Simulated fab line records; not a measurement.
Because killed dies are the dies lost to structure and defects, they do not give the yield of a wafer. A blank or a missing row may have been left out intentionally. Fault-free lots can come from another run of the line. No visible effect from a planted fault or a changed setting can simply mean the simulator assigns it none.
A lot that was struck, set against a sound lot :: flow sky130 :: 15 steps out of a route of 708
Sound: these wafers, L928.2, L928.3, L928.5. Struck: wafers L941.2, L941.3, L941.5. The cause is given at the end.
Each step with rows lists, per side, the tool, then ch with its chambers, then its first start. Under that, the readings that differ: sound wafers :: struck wafers :: difference of the means :: sigmas: that difference in standard deviations of wafers without a fault.
alike: same words and numbers on both sides, and readings whose means sit less than 2 such deviations apart. not compared: any withheld reading, any reading some wafer has no value for, any bound like >300 that may hide the same value, and any number with overlapping values for which the record gives no deviation.
The two part at a step that has a row with sigmas, a row that says differs or no value, or rows on one side only. Numbers that have no deviation but don't overlap get no sigmas and don't part them. Lack of a reading on every wafer of one side parts them only where that side has two or more wafers.

SKY_VIA2_BOW_MEAS_03:
  sound on film_metro-02 at day 37 03:46; struck on film_metro-02 at day 40 23:50
  alike: VIA2_BOW
then, 8 steps without rows for these wafers: SKY_VIA2_DEHYDRATE_04 (time 60 s); SKY_VIA2_HMDS_05 (prime time 60 s); SKY_VIA2_COAT_06 (resist thk 60 nm); SKY_VIA2_COAT_07 (resist thk 450 nm); SKY_VIA2_SOFTBAKE_08 (time 90 s); SKY_VIA2_EXPOSE_09 (exposes mask VIM2, target cd 200 nm); SKY_VIA2_PEB_10; SKY_VIA2_DEVELOP_11 (develop time 60 s).
SKY_VIA2_CD_MEAS_12: target cd 200 nm.
  sound on cd_sem-01 at day 38 05:23; struck on cd_sem-01 at day 41 23:05
reading: cd_nm (nm)
sound: 197.9 198.0 198.5
struck: 201.7 200.6 201.5
difference: +3.1
sigmas: +2
SKY_VIA2_OVL_MEAS_13:
  sound on overlay-01 at day 38 05:30; struck on overlay-02 at day 41 23:11
  alike: VIA2_OVL
SKY_VIA2_ETCH_14: etches BARC in N2/H2, stops on SiO2, time 45.9 s, target depth 60 nm.
  sound on rie_diel-01 ch 1,2, day 38 05:32; struck on rie_diel-04 ch 0,1,3, day 41 23:13
  alike: bias_w, chamber_pressure_mTorr, drypump_motor_current_A, h2_flow_sccm, oes_product_au, throttle_valve_pct
  not compared: rf_hours_counter_h
SKY_VIA2_ETCH_15: etches SiO2 in C4F8/O2/Ar, stops on TiN, target depth 546 nm, time 84 s.
  sound on rie_diel-01 ch 1,2, day 38 05:34; struck on rie_diel-04 ch 0,1,3, day 41 23:16
  no value came back on the struck wafers for bias_w (W), chamber_pressure_mTorr (mTorr), oes_product_au (a.u.); on the sound wafers bias_w (W) reads 1204 1205 1202
reading: model.KrF-thick_of_VIA2_COAT_07.thk_nm (nm)
sound: 277.4 279.9 277.7
struck: 397.1 393.5 396.1
difference: +117.2
sigmas: 
  not compared: rf_hours_counter_h
SKY_VIA2_STRIP_16: strips in O2/N2.
  sound on plasma_asher-02 ch 0,1, day 38 05:38; struck on plasma_asher-02 ch 0, day 41 23:19
reading: oes_product_au (a.u.)
sound: 0.395 0.400 0.393
struck: 0.451 0.441 0.449
difference: +0.051
sigmas: +11

reading: strip_time_to_endpoint_s (s)
sound: 4.00 4.02 4.00
struck: 5.26 5.20 5.22
difference: +1.22
sigmas: +33
  alike: drypump_motor_current_A, o2_flow_sccm
  not compared: rf_hours_counter_h
then, 1 step without rows for these wafers: SKY_VIA2_STRIP_17 (strips in post etch residue remover, time 1200 s).

## WHERE THEY PART
At SKY_VIA2_CD_MEAS_12 first; at SKY_VIA2_STRIP_16 last (within this record only).

WHY: what the simulator had put in
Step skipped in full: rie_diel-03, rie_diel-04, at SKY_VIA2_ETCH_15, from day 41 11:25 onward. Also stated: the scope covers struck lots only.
